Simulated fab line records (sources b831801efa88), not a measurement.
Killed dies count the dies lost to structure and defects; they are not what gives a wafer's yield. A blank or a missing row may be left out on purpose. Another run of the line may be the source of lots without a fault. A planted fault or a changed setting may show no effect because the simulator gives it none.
Which of the tools did it? :: flow gf180mcu :: 36 wafers from 12 lots sampled at 5 of the route's 602 steps

WHAT THE GAUGES SHOWED, per wafer
GF_POLY_GATE_CD_MEAS_10: target cd 280 nm.
lot: L690
measured: day 9 18:22
on: cdSem-01
cdNm (nm): 280.8 279.7 280.1

lot: L691
measured: day 9 22:26
on: cdSem-02
cdNm (nm): 281.4 282.3 281.9

lot: L692
measured: day 10 07:56
on: cdSem-02
cdNm (nm): 280.4 281.3 280.9

lot: L693
measured: day 10 19:36
on: cdSem-02
cdNm (nm): 279.6 278.0 279.1

lot: L701
measured: day 12 21:33
on: cdSem-01
cdNm (nm): 278.0 277.8 279.7

lot: L704
measured: day 14 04:45
on: cdSem-02
cdNm (nm): 279.3 279.3 279.3

lot: L707
measured: day 14 19:40
on: cdSem-02
cdNm (nm): 280.1 278.2 279.6

lot: L708
measured: day 15 07:17
on: cdSem-02
cdNm (nm): 281.6 281.8 281.7

lot: L709
measured: day 15 12:17
on: cdSem-02
cdNm (nm): 276.8 278.4 277.2

lot: L710
measured: day 15 23:48
on: cdSem-02
cdNm (nm): 280.0 280.9 281.6

lot: L711
measured: day 16 04:32
on: cdSem-02
cdNm (nm): 279.2 278.4 279.2

lot: L712
measured: day 16 12:15
on: cdSem-02
cdNm (nm): 278.9 277.7 279.6

GF_PSD_RS_MEAS_14: a four-point-probe measurement.
lot: L690
measured: day 15 06:53
on: filmMetro-01
NSD_RS (ohm/sq): 46.21 46.10 46.24

lot: L691
measured: day 15 08:25
on: filmMetro-04
NSD_RS (ohm/sq): 46.40 46.10 46.13

lot: L692
measured: day 15 18:01
on: filmMetro-03
NSD_RS (ohm/sq): 46.02 46.12 46.12

lot: L693
measured: day 16 09:10
on: filmMetro-01
NSD_RS (ohm/sq): 46.22 46.18 46.17

lot: L701
measured: day 18 19:43
on: filmMetro-04
NSD_RS (ohm/sq): 46.26 46.21 46.13

lot: L704
measured: day 20 08:43
on: filmMetro-03
NSD_RS (ohm/sq): 42.26 46.15 46.22

lot: L707
measured: day 21 02:38
on: filmMetro-03
NSD_RS (ohm/sq): 42.07 46.07 46.20

lot: L708
measured: day 21 13:49
on: filmMetro-04
NSD_RS (ohm/sq): 46.17 46.17 46.14

lot: L709
measured: day 21 18:41
on: filmMetro-04
NSD_RS (ohm/sq): 46.13 46.07 46.19

lot: L710
measured: day 22 08:46
on: filmMetro-04
NSD_RS (ohm/sq): 46.07 46.03 46.20

lot: L711
measured: day 22 12:46
on: filmMetro-03
NSD_RS (ohm/sq): 45.95 46.07 46.02

lot: L712
measured: day 22 21:19
on: filmMetro-04
NSD_RS (ohm/sq): 46.20 46.13 46.25

GF_PSD_RS_MEAS_15: a four-point-probe measurement.
lot: L690
measured: day 15 07:00
on: filmMetro-01
PSD_RS (ohm/sq): 108.82 108.78 108.82

lot: L691
measured: day 15 08:32
on: filmMetro-04
PSD_RS (ohm/sq): 108.81 108.52 108.54

lot: L692
measured: day 15 18:08
on: filmMetro-03
PSD_RS (ohm/sq): 108.37 108.99 108.52

lot: L693
measured: day 16 09:17
on: filmMetro-01
PSD_RS (ohm/sq): 108.23 108.46 108.20

lot: L701
measured: day 18 19:50
on: filmMetro-04
PSD_RS (ohm/sq): 108.75 108.72 108.84

lot: L704
measured: day 20 08:50
on: filmMetro-03
PSD_RS (ohm/sq): 101.33 108.67 108.49

lot: L707
measured: day 21 02:45
on: filmMetro-03
PSD_RS (ohm/sq): 101.36 108.24 108.61

lot: L708
measured: day 21 13:56
on: filmMetro-04
PSD_RS (ohm/sq): 108.61 108.32 108.46

lot: L709
measured: day 21 18:49
on: filmMetro-04
PSD_RS (ohm/sq): 108.29 108.42 108.24

lot: L710
measured: day 22 08:53
on: filmMetro-04
PSD_RS (ohm/sq): 107.78 108.42 108.82

lot: L711
measured: day 22 12:53
on: filmMetro-03
PSD_RS (ohm/sq): 108.03 108.15 108.51

lot: L712
measured: day 22 21:26
on: filmMetro-04
PSD_RS (ohm/sq): 109.09 108.97 108.73

TOOL THAT RAN EACH LOT (tool first, then ch and the chambers of the sampled wafers, then the start)
lot: L690
GF_POLY_GATE_ETCH_13: rieSi-02 ch 2,3, day 9 18:32
GF_PSD_RTA_13: rtpAnneal-01 ch 0, day 15 06:48

lot: L691
GF_POLY_GATE_ETCH_13: rieSi-02 ch 0,3, day 9 22:37
GF_PSD_RTA_13: rtpAnneal-02 ch 0, day 15 08:19

lot: L692
GF_POLY_GATE_ETCH_13: rieSi-02 ch 0,1,3, day 10 08:07
GF_PSD_RTA_13: rtpAnneal-01 ch 0, day 15 17:55

lot: L693
GF_POLY_GATE_ETCH_13: rieSi-01 ch 0,2, day 10 19:50
GF_PSD_RTA_13: rtpAnneal-01 ch 0, day 16 09:05

lot: L701
GF_POLY_GATE_ETCH_13: rieSi-01 ch 1,2, day 12 21:44
GF_PSD_RTA_13: rtpAnneal-02 ch 0, day 18 19:37

lot: L704
GF_POLY_GATE_ETCH_13: rieSi-02 ch 0,2,3, day 14 04:57
GF_PSD_RTA_13: rtpAnneal-01 ch 0, day 20 08:38

lot: L707
GF_POLY_GATE_ETCH_13: rieSi-02 ch 1,3, day 14 19:49
GF_PSD_RTA_13: rtpAnneal-01 ch 0, day 21 02:32

lot: L708
GF_POLY_GATE_ETCH_13: rieSi-01 ch 2,3, day 15 07:28
GF_PSD_RTA_13: rtpAnneal-02 ch 0, day 21 13:44

lot: L709
GF_POLY_GATE_ETCH_13: rieSi-01 ch 0,1,2, day 15 12:29
GF_PSD_RTA_13: rtpAnneal-02 ch 0, day 21 18:37

lot: L710
GF_POLY_GATE_ETCH_13: rieSi-02 ch 1,2, day 15 23:59
GF_PSD_RTA_13: rtpAnneal-02 ch 0, day 22 08:40

lot: L711
GF_POLY_GATE_ETCH_13: rieSi-02 ch 0,2, day 16 04:44
GF_PSD_RTA_13: rtpAnneal-02 ch 0, day 22 12:41

lot: L712
GF_POLY_GATE_ETCH_13: rieSi-01 ch 0,1, day 16 12:24
GF_PSD_RTA_13: rtpAnneal-02 ch 0, day 22 21:13
- GF_POLY_GATE_ETCH_13: etches poly-Si in HBr/Cl2, stops on SiO2, target depth 198.5 nm, time 69.6 s.
- GF_PSD_RTA_13: time 20 s.

WHAT THE TOOLS THEMSELVES READ (means of the sampled wafers that have a number; where no wafer has one, the mark that the record gives instead)
GF_POLY_GATE_ETCH_13.
lot: L690
tool: rieSi-02
drypumpMotorCurrentA (A): 6.0
oesProductAu (a.u.): 0.988
throttleValvePct (%): 33.690

lot: L691
tool: rieSi-02
drypumpMotorCurrentA (A): 5.6
oesProductAu (a.u.): 0.998
throttleValvePct (%): 33.689

lot: L692
tool: rieSi-02
drypumpMotorCurrentA (A): 5.7
oesProductAu (a.u.): 0.987
throttleValvePct (%): 33.688

lot: L693
tool: rieSi-01
drypumpMotorCurrentA (A): 5.2
oesProductAu (a.u.): 0.986
throttleValvePct (%): 33.689

lot: L701
tool: rieSi-01
drypumpMotorCurrentA (A): 5.1
oesProductAu (a.u.): 0.982
throttleValvePct (%): 33.683

lot: L704
tool: rieSi-02
drypumpMotorCurrentA (A): 5.8
oesProductAu (a.u.): 0.988
throttleValvePct (%): 33.686

lot: L707
tool: rieSi-02
drypumpMotorCurrentA (A): 5.9
oesProductAu (a.u.): 0.986
throttleValvePct (%): 33.682

lot: L708
tool: rieSi-01
drypumpMotorCurrentA (A): 5.4
oesProductAu (a.u.): 0.986
throttleValvePct (%): 33.675

lot: L709
tool: rieSi-01
drypumpMotorCurrentA (A): 5.2
oesProductAu (a.u.): 0.985
throttleValvePct (%): 33.688

lot: L710
tool: rieSi-02
drypumpMotorCurrentA (A): 6.1
oesProductAu (a.u.): 0.981
throttleValvePct (%): 33.681

lot: L711
tool: rieSi-02
drypumpMotorCurrentA (A): 5.8
oesProductAu (a.u.): 0.983
throttleValvePct (%): 33.686

lot: L712
tool: rieSi-01
drypumpMotorCurrentA (A): 5.3
oesProductAu (a.u.): 0.972
throttleValvePct (%): 33.682

GF_PSD_RTA_13.
lot: L690
tool: rtpAnneal-01
lampPowerPct (%): 33.1
runLengthS (s): 48.6
wafer_temp_C_max: 1030.4

lot: L691
tool: rtpAnneal-02
lampPowerPct (%): 30.2
runLengthS (s): 48.3
wafer_temp_C_max: 1031.1

lot: L692
tool: rtpAnneal-01
lampPowerPct (%): 33.1
runLengthS (s): 48.5
wafer_temp_C_max: 1029.9

lot: L693
tool: rtpAnneal-01
lampPowerPct (%): 33.1
runLengthS (s): 48.7
wafer_temp_C_max: 1030.1

lot: L701
tool: rtpAnneal-02
lampPowerPct (%): 30.1
runLengthS (s): 48.4
wafer_temp_C_max: 1030.1

lot: L704
tool: rtpAnneal-01
lampPowerPct (%): 33.1
runLengthS (s): 55.7
wafer_temp_C_max: 1029.8

lot: L707
tool: rtpAnneal-01
lampPowerPct (%): 33.1
runLengthS (s): 55.8
wafer_temp_C_max: 1030.8

lot: L708
tool: rtpAnneal-02
lampPowerPct (%): 30.2
runLengthS (s): 48.4
wafer_temp_C_max: 1030.8

lot: L709
tool: rtpAnneal-02
lampPowerPct (%): 30.1
runLengthS (s): 48.3
wafer_temp_C_max: 1030.7

lot: L710
tool: rtpAnneal-02
lampPowerPct (%): 30.1
runLengthS (s): 48.2
wafer_temp_C_max: 1030.0

lot: L711
tool: rtpAnneal-02
lampPowerPct (%): 30.1
runLengthS (s): 48.5
wafer_temp_C_max: 1031.2

lot: L712
tool: rtpAnneal-02
lampPowerPct (%): 30.1
runLengthS (s): 48.3
wafer_temp_C_max: 1031.1

THE ANSWER, worked out from the rows above alone
Rule: the lots themselves supply what counts as usual. The widest of any qualifying gaps counts: lots, ordered by their means at a reading, are off when they make up no more than a third of the lots, leave a main group of 4 or more, and stand apart from it by 3 or more times the standard deviation of that group's means. If all means in a main group match to the digits the tables above print for the reading, that group is not used. Also off: a lot with no number at a reading for which 4 or more lots have one. Where the step has rows for the other lots, those lots are counted as sound. After the gauges, taken in route order, come the tools' own readings; for these a lot's mean is taken, as printed above. The first step at which some lot is off is used, and at that step the reading that is off furthest; a lot without a number counts as furthest.
Off: L704, L707, seen at GF_PSD_RS_MEAS_14 (NSD_RS). For the main group the mean is 46.15 ohm/sq and the standard deviation 0.06.
A tool fits if, at a process step before that reading, it ran every lot that is off, and no sound lot after the first of them. Not tried: the gauges at GF_PSD_RS_MEAS_14; whatever is off there is also off at GF_PSD_RTA_13, on other tools, and gauge error can't account for it. One candidate fits, namely rtpAnneal-01 at GF_PSD_RTA_13. A fault onset in the window from L693 (day 16 09:05, its last sound lot) to L704 (day 20 08:38, its first lot off) fits.
The tool's own readings at GF_PSD_RTA_13 bear it out: on the lots that are off they differ by more than 5 times the standard deviation of the sound lots' means. runLengthS reads 55.8 s there against 48.4 s on the sound lots.

WHAT WAS PUT IN BY THE SIMULATOR
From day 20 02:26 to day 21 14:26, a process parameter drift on rtpAnneal-01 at GF_PSD_RTA_13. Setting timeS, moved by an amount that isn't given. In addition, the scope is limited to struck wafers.
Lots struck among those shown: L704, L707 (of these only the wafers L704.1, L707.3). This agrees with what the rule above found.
